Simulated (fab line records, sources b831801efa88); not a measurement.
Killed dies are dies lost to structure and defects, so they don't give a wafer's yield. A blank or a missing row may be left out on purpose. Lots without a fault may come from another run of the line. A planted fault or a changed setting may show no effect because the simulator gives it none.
fab line records | flow gf180mcu
record lots=24 wafers=72 last_day=34
route steps=602 shown STI@26 NWELL@49 POLY_GATE@158 SAB@277 CONTACT@288 V2@405
lots that met no fault: from a run of the same line without faults
start_h: hours from the record's first day to the start of the lot's first wafer shown | wait_h: hours since the lot's step before | " the same as in the row above | L1.1+2: a row that stands for several wafers | - no value, or no start given | * or withheld: withheld | < > ~ a bound
route shown NAME@n: a module of which the file shows steps, and the number in the route of the first | usual: mean/standard deviation of fault-free wafers | same: alike in all rows | chamber/n: place in a boat | sites: the reading at each site | _std_site: their standard deviation | _edge_site: outer sites' mean less inner sites' | radius_mm: how far each site lies from the wafer's centre | mask NAME#n: copy n | behind: the tool/chamber that last shaped the wafer | hold: why the lot was held/for how many hours/how that ended | device: the transistor (n, p or np) that didn't switch | end of line: the same wafers' tests at the end of the route | a step without rows: its recipe alone | killed: dies lost to structure and defects at the first sort, not the wafer's yield | map: a wafer's dies, x killed, . not, _ none there
set.NAME: the setting as run; set.NAME@STEP: as run at that earlier step | model.NAME: the simulator's own value behind a step, which no gauge read
steps of the route over a sample of lots; a table a step, a row a wafer
services: from which hour (start_h, from the record's first day; less than 0 if before it) a tool's chamber was out of use, for how many hours, and why
## steps
# step GF_STI_CMP_25
# recipe stop_on=Si3N4 t_overpolish_s=33 down_force_psi=4 platen_rpm=60 target_thk_nm=524.6 pad_velocity_m_s=0.94248
# usual motor_current_A=11.9/0.94 overpolish_run_s=33.001/0.0086 platen_rpm=59.99/0.04 time_to_endpoint_s=125/5.9
# columns lot.wafer tool chamber start_h wait_h motor_current_A overpolish_run_s platen_rpm time_to_endpoint_s
L074.3 cmp-02 1 27.84 0.0 11.3 32.993 59.99 124
L074.2 " 0 " " 11.7 32.997 60.05 132
L074.5 " 1 " " 11.2 33.002 59.97 126
L075.1 cmp-01 2 35.54 0.1 12.9 33.021 59.97 130
L075.2 " 3 " " 14.0 33.009 59.90 128
L075.4 " 1 " " 12.7 32.988 59.95 122
L076.4 cmp-02 0 39.51 0.0 11.1 33.006 60.01 129
L076.3 " 1 " " 11.8 33.005 59.98 133
L076.1 " 3 " " 10.6 33.000 59.98 124
L077.4 cmp-02 0 42.84 0.0 11.5 32.997 60.02 128
L077.2 " 2 " " 11.2 33.004 60.08 130
L077.6 " 1 " " 11.5 33.008 59.97 124
L078.3 cmp-02 0 49.40 0.3 11.6 32.997 60.00 135
L078.1 " 2 " " 11.0 33.004 60.00 130
L078.5 " 0 " " 11.4 33.007 59.94 136
L079.1 cmp-02 0 52.84 0.1 11.0 32.988 59.99 129
L079.4 " 1 " " 11.1 33.002 60.01 125
L079.6 " 1 " " 11.7 32.992 59.96 129
L080.3 cmp-01 2 57.61 0.0 13.3 32.997 60.09 124
L080.1 " 3 " " 13.4 33.001 60.01 125
L080.2 " 1 " " 12.7 32.989 59.96 121
L081.3 cmp-02 0 66.40 0.0 11.3 32.998 59.97 133
L081.1 " 1 " " 10.7 32.989 59.97 128
L081.4 " 2 " " 11.3 33.007 59.97 131
L082.1 cmp-01 0 68.47 0.1 12.1 33.012 59.93 127
L082.4 " 1 " " 13.4 32.997 59.96 122
L082.6 " 2 " " 12.7 33.004 59.99 128
L083.1 cmp-01 3 73.12 0.1 13.8 33.007 59.99 120
L083.2 " 2 " " 12.5 33.004 60.04 123
L083.6 " 3 " " 13.3 32.988 60.06 122
L084.2 cmp-02 1 80.22 0.0 11.3 32.997 60.02 125
L084.4 " 0 " " 11.2 32.990 60.08 128
L084.6 " 2 " " 11.2 32.995 59.90 125
L085.3 cmp-02 3 85.07 0.0 11.3 32.997 60.03 126
L085.2 " 0 " " 11.4 33.002 60.01 129
L085.6 " 0 " " 11.4 32.999 60.02 124
L086.4 cmp-02 2 88.41 0.0 11.6 32.991 60.01 125
L086.1 " 3 " " 11.1 33.000 59.98 122
L086.6 " 3 " " 11.1 32.997 59.98 121
L087.3 cmp-02 0 94.47 0.1 11.1 32.990 59.99 137
L087.6 " 2 " " 11.6 33.007 59.99 132
L087.5 " 3 " " 10.4 33.006 60.02 131
L088.3 cmp-01 3 98.89 0.0 12.9 32.997 59.97 117
L088.2 " 0 " " 12.6 32.992 60.03 116
L088.1 " 2 " " 12.1 33.002 59.98 119
L089.2 cmp-02 3 104.57 0.0 11.5 33.008 60.00 128
L089.3 " 2 " " 10.9 33.012 59.95 125
L089.6 " 0 " " 10.9 32.983 59.91 132
L090.1 cmp-01 1 109.47 0.1 13.4 33.022 59.95 112
L090.3 " 2 " " 12.4 32.987 60.00 118
L090.2 " 3 " " 13.5 33.004 60.01 120
L091.3 cmp-01 2 114.41 0.1 12.5 33.001 60.00 120
L091.2 " 3 " " 12.5 32.991 60.02 115
L091.5 " 2 " " 13.2 32.999 59.89 116
L092.2 cmp-02 1 121.14 0.2 11.0 33.001 60.02 128
L092.5 " 2 " " 11.0 32.993 59.95 128
L092.6 " 3 " " 11.4 33.015 59.97 124
L093.3 cmp-02 0 125.48 0.0 10.5 32.998 59.96 126
L093.4 " 1 " " 10.7 33.005 60.00 126
L093.2 " 3 " " 10.7 33.015 59.98 121
L094.2 cmp-01 3 130.47 0.0 14.2 33.011 60.05 117
L094.3 " 1 " " 13.6 33.005 60.02 114
L094.6 " 0 " " 11.9 33.010 59.95 116
L095.1 cmp-01 0 135.17 0.1 12.9 33.007 59.90 120
L095.2 " 1 " " 13.4 32.997 59.98 115
L095.5 " 3 " " 12.8 32.988 59.94 122
L096.2 cmp-02 2 141.16 0.3 11.3 33.006 60.03 125
L096.3 " 3 " " 11.3 33.004 60.02 124
L096.4 " 0 " " 11.5 32.994 60.04 130
L097.3 cmp-01 0 146.33 0.0 11.9 33.000 60.02 118
L097.1 " 1 " " 13.1 32.986 60.00 112
L097.4 " 2 " " 11.8 33.010 60.02 119
# step GF_NWELL_OVL_MEAS_07
# usual NWELL_OVL=-0.6/1.5
# columns lot.wafer tool chamber start_h wait_h NWELL_OVL[nm]
L074.2 overlay-01 - 54.32 - -0.1
L074.3 " - " " -0.4
L074.5 " - " " -0.5
L075.1 overlay-01 - 62.12 - -0.4
L075.2 " - " " 0.2
L075.4 " - " " 1.2
L076.1 overlay-02 - 66.72 - -0.2
L076.3 " - " " -0.8
L076.4 " - " " 0.7
L077.2 overlay-02 - 71.27 - -0.4
L077.4 " - " " 1.0
L077.6 " - " " -0.3
L078.1 overlay-01 - 78.17 - -0.5
L078.3 " - " " 0.1
L078.5 " - " " -1.6
L079.1 overlay-02 - 81.62 - -0.1
L079.4 " - " " 1.1
L079.6 " - " " -0.8
L080.1 overlay-01 - 86.92 - 0.5
L080.2 " - " " 0.1
L080.3 " - " " -1.1
L081.1 overlay-02 - 96.21 - -0.8
L081.3 " - " " -1.2
L081.4 " - " " -1.9
L082.1 overlay-01 - 97.87 - -3.3
L082.4 " - " " -4.5
L082.6 " - " " -4.0
L083.1 overlay-01 - 102.42 - -2.6
L083.2 " - " " -0.4
L083.6 " - " " -1.8
L084.2 overlay-01 - 111.67 - -1.8
L084.4 " - " " 1.8
L084.6 " - " " 0.5
L085.2 overlay-01 - 115.27 - -2.8
L085.3 " - " " -0.3
L085.6 " - " " 0.2
L086.1 overlay-02 - 120.11 - -1.1
L086.4 " - " " 0.3
L086.6 " - " " 0.2
L087.3 overlay-01 - 126.83 - -0.5
L087.5 " - " " -1.3
L087.6 " - " " 0.5
L088.1 overlay-01 - 129.91 - -1.7
L088.2 " - " " 0.3
L088.3 " - " " 0.0
L089.2 overlay-01 - 137.32 - 1.6
L089.3 " - " " 2.1
L089.6 " - " " 3.9
L090.1 overlay-02 - 142.52 - 0.2
L090.2 " - " " 1.2
L090.3 " - " " 0.9
L091.2 overlay-02 - 147.02 - -1.2
L091.3 " - " " -0.3
L091.5 " - " " 1.1
L092.2 overlay-02 - 154.82 - -2.1
L092.5 " - " " -1.0
L092.6 " - " " -0.7
L093.2 overlay-02 - 159.57 - -2.3
L093.3 " - " " -0.2
L093.4 " - " " 0.4
L094.2 overlay-02 - 164.62 - -0.9
L094.3 " - " " 0.1
L094.6 " - " " -1.6
L095.1 overlay-01 - 170.12 - 0.1
L095.2 " - " " -0.2
L095.5 " - " " -1.7
L096.2 overlay-01 - 176.12 - -2.6
L096.3 " - " " -0.2
L096.4 " - " " -2.0
L097.1 overlay-01 - 182.02 - -1.3
L097.3 " - " " -1.4
L097.4 " - " " -2.6
# step GF_POLY_GATE_THK_MEAS_01
# recipe reads=poly-Si_of_POLY_GATE_CVD_00
# usual POLY_GATE_CVD_00_THK=200.7/1.8
# columns lot.wafer tool chamber start_h wait_h POLY_GATE_CVD_00_THK[nm]
L074.2 film_metro-02 - 177.67 0.0 200.1
L074.3 " - " " 200.4
L074.5 " - " " 199.2
L075.1 film_metro-04 - 187.44 0.0 199.8
L075.2 " - " " 201.6
L075.4 " - " " 199.9
L076.1 film_metro-04 - 194.51 0.0 203.3
L076.3 " - " " 204.0
L076.4 " - " " 204.5
L077.2 film_metro-04 - 199.98 0.0 203.2
L077.4 " - " " 203.8
L077.6 " - " " 205.0
L078.1 film_metro-04 - 209.86 0.0 203.5
L078.3 " - " " 204.0
L078.5 " - " " 202.7
L079.1 film_metro-04 - 212.22 0.0 201.4
L079.4 " - " " 199.9
L079.6 " - " " 201.1
L080.1 film_metro-03 - 219.93 0.0 198.3
L080.2 " - " " 198.1
L080.3 " - " " 198.5
L081.1 film_metro-03 - 233.30 0.0 200.4
L081.3 " - " " 199.0
L081.4 " - " " 200.6
L082.1 film_metro-03 - 237.50 0.0 199.3
L082.4 " - " " 200.8
L082.6 " - " " 198.7
L083.1 film_metro-04 - 240.18 0.0 197.5
L083.2 " - " " 199.1
L083.6 " - " " 199.7
L084.2 film_metro-02 - 255.58 0.0 200.2
L084.4 " - " " 200.9
L084.6 " - " " 199.3
L086.1 film_metro-02 - 265.11 0.0 199.4
L086.4 " - " " 200.9
L086.6 " - " " 199.6
L085.2 film_metro-04 - 265.12 0.0 199.1
L085.3 " - " " 198.7
L085.6 " - " " 200.1
L087.3 film_metro-02 - 271.33 0.0 198.3
L087.5 " - " " 201.0
L087.6 " - " " 200.0
L088.1 film_metro-02 - 279.94 0.0 202.7
L088.2 " - " " 202.7
L088.3 " - " " 201.6
L090.1 film_metro-02 - 290.13 0.0 200.9
L090.2 " - " " 202.8
L090.3 " - " " 203.1
L089.2 film_metro-03 - 290.19 0.1 201.1
L089.3 " - " " 200.1
L089.6 " - " " 201.0
L091.2 film_metro-03 - 296.87 0.0 200.1
L091.3 " - " " 203.4
L091.5 " - " " 202.8
L092.2 film_metro-02 - 304.32 0.0 200.4
L092.5 " - " " 200.2
L092.6 " - " " 201.2
L093.2 film_metro-02 - 310.77 0.0 201.9
L093.3 " - " " 203.5
L093.4 " - " " 201.9
L094.2 film_metro-04 - 320.37 0.0 201.2
L094.3 " - " " 198.7
L094.6 " - " " 200.2
L095.1 film_metro-04 - 326.11 0.0 197.9
L095.2 " - " " 199.4
L095.5 " - " " 199.4
L096.2 film_metro-02 - 331.07 0.0 202.5
L096.3 " - " " 201.9
L096.4 " - " " 201.4
L097.1 film_metro-02 - 340.33 0.0 198.2
L097.3 " - " " 198.0
L097.4 " - " " 197.8
# step GF_SAB_STRIP_13
# recipe chemistry=O2/N2 power_w=1400 pressure_mtorr=1500 platen_temp_c=250 o2_flow_sccm=3000 n2_flow_sccm=300 overash_fraction=0.5
# usual drypump_motor_current_A=5.6/0.35 heater_power_w=333/35 oes_product_au=0.710/0.0047 platen_temp_c=250.00/0.17 strip_time_to_endpoint_s=12.61/0.037
# columns lot.wafer tool chamber start_h wait_h drypump_motor_current_A heater_power_w oes_product_au platen_temp_c rf_hours_counter_h strip_time_to_endpoint_s
L074.2 plasma_asher-01 1 335.74 0.0 5.2 294 0.711 250.44 68 12.67
L074.3 " 0 " " 5.6 340 0.711 249.77 - 12.65
L074.5 " 1 " " 5.2 295 0.706 250.07 - 12.65
L075.1 plasma_asher-04 0 347.37 0.0 5.8 328 0.711 250.14 58 12.62
L075.2 " 1 " " 6.2 381 0.719 249.94 58 12.60
L075.4 " 0 " " 5.8 326 0.712 249.91 - 12.61
L076.1 plasma_asher-03 0 359.07 0.0 5.3 308 0.716 250.16 22 12.60
L076.3 " 0 " " 5.3 318 0.714 250.04 - 12.62
L076.4 " 1 " " 5.7 372 0.714 250.12 - 12.69
L077.2 plasma_asher-03 1 363.42 0.0 5.7 375 0.710 250.05 23 12.60
L077.4 " 0 " " 5.3 315 0.706 249.92 - 12.58
L077.6 " 0 " " 5.3 314 0.719 249.85 - 12.60
L078.1 plasma_asher-01 1 375.34 0.0 5.2 297 0.706 250.02 72 12.58
L078.3 " 0 " " 5.6 333 0.704 249.89 - 12.59
L078.5 " 0 " " 5.6 339 0.704 250.05 - 12.56
L079.1 plasma_asher-01 0 382.27 0.0 5.6 341 0.708 250.10 73 12.62
L079.4 " 0 " " 5.6 338 0.712 250.12 - 12.62
L079.6 " 1 " " 5.2 300 0.715 249.84 - 12.59
L080.1 plasma_asher-04 0 389.72 0.0 5.8 325 0.716 249.87 63 12.63
L080.2 " 1 " " 6.2 384 0.708 250.01 63 12.65
L080.3 " 0 " " 5.8 326 0.712 249.69 - 12.61
L081.1 plasma_asher-01 1 413.47 0.0 5.2 296 0.712 250.22 77 12.62
L081.3 " 0 " " 5.6 334 0.705 249.84 - 12.62
L081.4 " 1 " " 5.2 306 0.700 250.09 - 12.64
L082.1 plasma_asher-04 0 416.12 0.0 5.8 329 0.709 250.15 66 12.65
L082.4 " 1 " " 6.2 386 0.709 249.93 - 12.64
L082.6 " 1 " " 6.2 382 0.713 249.98 - 12.70
L083.1 plasma_asher-04 1 422.65 0.0 6.2 385 0.713 249.95 67 12.59
L083.2 " 0 " " 5.8 329 0.713 249.87 67 12.64
L083.6 " 1 " " 6.2 392 0.712 249.99 - 12.62
L084.2 plasma_asher-01 0 435.97 0.0 5.6 335 0.708 250.20 1 12.61
L084.4 " 1 " " 5.2 281 0.714 249.92 - 12.61
L084.6 " 1 " " 5.2 279 0.705 250.13 - 12.59
L086.1 plasma_asher-04 1 448.77 0.0 6.2 386 0.708 249.75 70 12.63
L086.4 " 1 " " 6.2 390 0.719 249.72 - 12.62
L086.6 " 1 " " 6.2 376 0.714 249.66 - 12.61
L085.2 plasma_asher-01 1 449.92 0.0 5.2 281 0.704 250.19 2 12.66
L085.3 " 1 " " 5.2 282 0.705 249.96 - 12.67
L085.6 " 0 " " 5.6 335 0.711 249.86 - 12.67
L087.3 plasma_asher-01 0 459.25 0.0 5.6 336 0.709 249.63 - 12.57
L087.5 " 1 " " 5.2 276 0.713 249.93 - 12.62
L087.6 " 0 " " 5.6 335 0.715 249.97 - 12.60
L088.1 plasma_asher-01 0 467.58 0.0 5.6 338 0.704 250.01 4 12.62
L088.2 " 1 " " 5.2 282 0.709 249.92 4 12.56
L088.3 " 1 " " 5.2 278 0.702 249.88 - 12.59
L090.1 plasma_asher-01 0 479.63 0.0 5.6 326 0.709 250.21 5 12.72
L090.2 " 1 " " 5.2 283 0.710 249.92 5 12.65
L090.3 " 0 " " 5.6 336 0.709 250.30 - 12.65
L089.2 plasma_asher-04 1 480.82 0.0 6.2 395 0.705 250.10 73 12.57
L089.3 " 1 " " 6.2 379 0.712 250.06 - 12.57
L089.6 " 1 " " 6.2 388 0.709 250.16 - 12.57
L091.2 plasma_asher-04 1 488.27 0.0 6.2 395 0.716 250.00 74 12.60
L091.3 " 0 " " 5.8 327 0.704 250.08 - 12.64
L091.5 " 1 " " 6.2 385 0.712 249.85 - 12.61
L092.2 plasma_asher-01 1 494.68 0.0 5.2 274 0.706 249.86 7 12.55
L092.5 " 1 " " 5.1 281 0.704 250.17 - 12.52
L092.6 " 0 " " 5.6 335 0.710 249.70 - 12.60
L093.2 plasma_asher-01 1 501.77 0.0 5.2 282 0.711 249.95 8 12.65
L093.3 " 0 " " 5.6 332 0.714 249.95 - 12.68
L093.4 " 1 " " 5.2 284 0.711 250.06 - 12.66
L094.2 plasma_asher-03 1 513.70 0.0 5.7 373 0.705 249.88 36 12.64
L094.3 " 0 " " 5.3 316 0.700 250.37 - 12.68
L094.6 " 1 " " 5.7 373 0.717 249.63 - 12.65
L095.1 plasma_asher-04 1 519.28 0.0 6.2 386 0.711 250.00 77 12.55
L095.2 " 0 " " 5.8 326 0.710 249.82 77 12.57
L095.5 " 0 " " 5.8 323 0.711 249.97 - 12.57
L096.2 plasma_asher-03 1 525.59 0.0 5.7 371 0.709 250.04 38 12.59
L096.3 " 0 " " 5.3 318 0.709 250.16 - 12.59
L096.4 " 1 " " 5.7 370 0.704 250.22 - 12.62
L097.1 plasma_asher-03 1 535.69 0.0 5.7 384 0.709 249.89 39 12.60
L097.3 " 0 " " 5.3 310 0.711 249.85 - 12.57
L097.4 " 1 " " 5.7 368 0.704 249.85 - 12.60
# step GF_CONTACT_THK_MEAS_01
# recipe reads=SiO2_of_CONTACT_CVD_00
# usual CONTACT_CVD_00_THK=301/3.2
# columns lot.wafer tool chamber start_h wait_h CONTACT_CVD_00_THK[nm]
L074.2 film_metro-02 - 336.51 0.0 298
L074.3 " - " " 297
L074.5 " - " " 300
L075.1 film_metro-02 - 348.13 0.0 305
L075.2 " - " " 304
L075.4 " - " " 304
L076.1 film_metro-01 - 359.85 0.0 302
L076.3 " - " " 305
L076.4 " - " " 301
L077.2 film_metro-03 - 364.20 0.0 299
L077.4 " - " " 300
L077.6 " - " " 303
L078.1 film_metro-01 - 376.10 0.0 300
L078.3 " - " " 296
L078.5 " - " " 299
L079.1 film_metro-03 - 383.03 0.0 300
L079.4 " - " " 299
L079.6 " - " " 301
L080.1 film_metro-02 - 390.48 0.0 299
L080.2 " - " " 301
L080.3 " - " " 301
L081.1 film_metro-02 - 414.23 0.0 301
L081.3 " - " " 299
L081.4 " - " " 301
L082.1 film_metro-02 - 416.88 0.0 302
L082.4 " - " " 300
L082.6 " - " " 300
L083.1 film_metro-01 - 423.60 0.0 303
L083.2 " - " " 299
L083.6 " - " " 301
L084.2 film_metro-03 - 436.74 0.0 301
L084.4 " - " " 299
L084.6 " - " " 300
L086.1 film_metro-02 - 449.53 0.0 299
L086.4 " - " " 302
L086.6 " - " " 300
L085.2 film_metro-02 - 450.69 0.0 298
L085.3 " - " " 296
L085.6 " - " " 294
L087.3 film_metro-03 - 460.10 0.0 302
L087.5 " - " " 301
L087.6 " - " " 301
L088.1 film_metro-02 - 468.35 0.0 305
L088.2 " - " " 300
L088.3 " - " " 303
L090.1 film_metro-03 - 480.39 0.0 302
L090.2 " - " " 299
L090.3 " - " " 296
L089.2 film_metro-02 - 481.59 0.0 303
L089.3 " - " " 302
L089.6 " - " " 304
L091.2 film_metro-03 - 489.04 0.0 306
L091.3 " - " " 307
L091.5 " - " " 305
L092.2 film_metro-02 - 495.46 0.0 295
L092.5 " - " " 298
L092.6 " - " " 298
L093.2 film_metro-01 - 502.54 0.0 300
L093.3 " - " " 298
L093.4 " - " " 299
L094.2 film_metro-03 - 514.61 0.0 302
L094.3 " - " " 300
L094.6 " - " " 305
L095.1 film_metro-01 - 520.14 0.0 303
L095.2 " - " " 296
L095.5 " - " " 304
L096.2 film_metro-01 - 526.35 0.0 300
L096.3 " - " " 300
L096.4 " - " " 299
L097.1 film_metro-01 - 536.60 0.0 302
L097.3 " - " " 304
L097.4 " - " " 299
# step GF_V2_CVD_23
# recipe material=W target_thk_nm=350 time_s=104.94 temp_c=400 pressure_torr=40
# usual heater_power_w=823/150
# columns lot.wafer tool chamber start_h wait_h heater_power_w
L074.2 cvd_w-02 0 461.96 0.0 1098
L074.3 " 0 " " 1077
L074.5 " 0 " " 1109
L075.1 cvd_w-02 0 472.88 0.0 1121
L075.2 " 1 " " 755
L075.4 " 1 " " 748
L076.1 cvd_w-02 1 485.76 0.0 738
L076.3 " 0 " " 1099
L076.4 " 1 " " 740
L077.2 cvd_w-01 0 490.37 0.0 823
L077.4 " 1 " " 697
L077.6 " 0 " " 795
L078.1 cvd_w-01 0 502.73 0.0 788
L078.3 " 0 " " 799
L078.5 " 1 " " 710
L079.1 cvd_w-02 1 508.81 0.0 758
L079.4 " 0 " " 1111
L079.6 " 0 " " 1101
L080.1 cvd_w-02 0 517.93 0.0 1066
L080.2 " 1 " " 746
L080.3 " 1 " " 742
L081.1 cvd_w-01 0 542.23 0.0 784
L081.3 " 0 " " 800
L081.4 " 1 " " 700
L082.1 cvd_w-01 0 543.66 0.0 782
L082.4 " 0 " " 811
L082.6 " 1 " " 701
L083.1 cvd_w-02 1 548.99 0.0 759
L083.2 " 0 " " 1096
L083.6 " 0 " " 1086
L084.2 cvd_w-02 1 561.18 0.0 727
L084.4 " 1 " " 728
L084.6 " 0 " " 1104
L086.1 cvd_w-02 1 572.93 0.0 748
L086.4 " 0 " " 1107
L086.6 " 0 " " 1106
L085.2 cvd_w-01 1 573.43 0.0 704
L085.3 " 0 " " 797
L085.6 " 0 " " 797
L087.3 cvd_w-01 1 582.51 0.1 701
L087.5 " 0 " " 779
L087.6 " 1 " " 707
L088.1 cvd_w-01 0 589.99 0.0 812
L088.2 " 1 " " 705
L088.3 " 0 " " 804
L090.1 cvd_w-02 0 599.78 0.0 1112
L090.2 " 1 " " 751
L090.3 " 1 " " 739
L089.2 cvd_w-01 1 601.97 0.0 699
L089.3 " 0 " " 799
L089.6 " 0 " " 793
L091.2 cvd_w-02 0 607.17 0.0 1093
L091.3 " 1 " " 756
L091.5 " 1 " " 757
L092.2 cvd_w-01 1 613.64 0.0 708
L092.5 " 0 " " 818
L092.6 " 1 " " 687
L093.2 cvd_w-01 1 620.28 0.0 709
L093.3 " 0 " " 810
L093.4 " 1 " " 681
L094.2 cvd_w-01 0 631.31 0.0 800
L094.3 " 1 " " 718
L094.6 " 1 " " 701
L095.1 cvd_w-01 1 635.44 0.0 702
L095.2 " 0 " " 789
L095.5 " 1 " " 713
L096.2 cvd_w-01 1 642.08 0.0 705
L096.3 " 0 " " 817
L096.4 " 1 " " 690
L097.1 cvd_w-01 1 650.23 0.0 712
L097.3 " 1 " " 704
L097.4 " 0 " " 803
## services
# columns tool chamber start_h hours kind
cmp-02 - 10.31 1.3 repair
cmp-01 - 47.34 4.4 pm
cmp-02 - 57.58 0.5 repair
cmp-01 - 64.29 4.0 pm
cmp-01 - 71.23 1.8 repair
cmp-02 - 74.04 0.7 repair
cmp-01 - 81.45 3.7 repair
cmp-01 - 93.97 4.5 repair
cvd_w-02 - 105.97 0.8 repair
cvd_w-01 - 182.93 0.6 repair
cmp-02 - 232.11 4.0 pm
cvd_w-01 0 235.44 2.8 repair
cmp-02 - 243.28 6.7 pm
cvd_w-01 - 355.42 1.2 repair
cmp-02 - 365.62 4.4 repair
cvd_w-01 - 390.00 14.0 pm
plasma_asher-01 - 421.25 9.0 pm
cmp-02 - 461.15 6.9 pm
cvd_w-01 - 461.86 0.7 repair
cvd_w-01 1 473.90 2.5 repair
cmp-02 - 494.69 7.8 pm
cmp-02 - 552.77 3.3 repair
cmp-02 - 572.11 4.0 pm
cmp-02 - 617.88 7.0 pm
## key
fault none
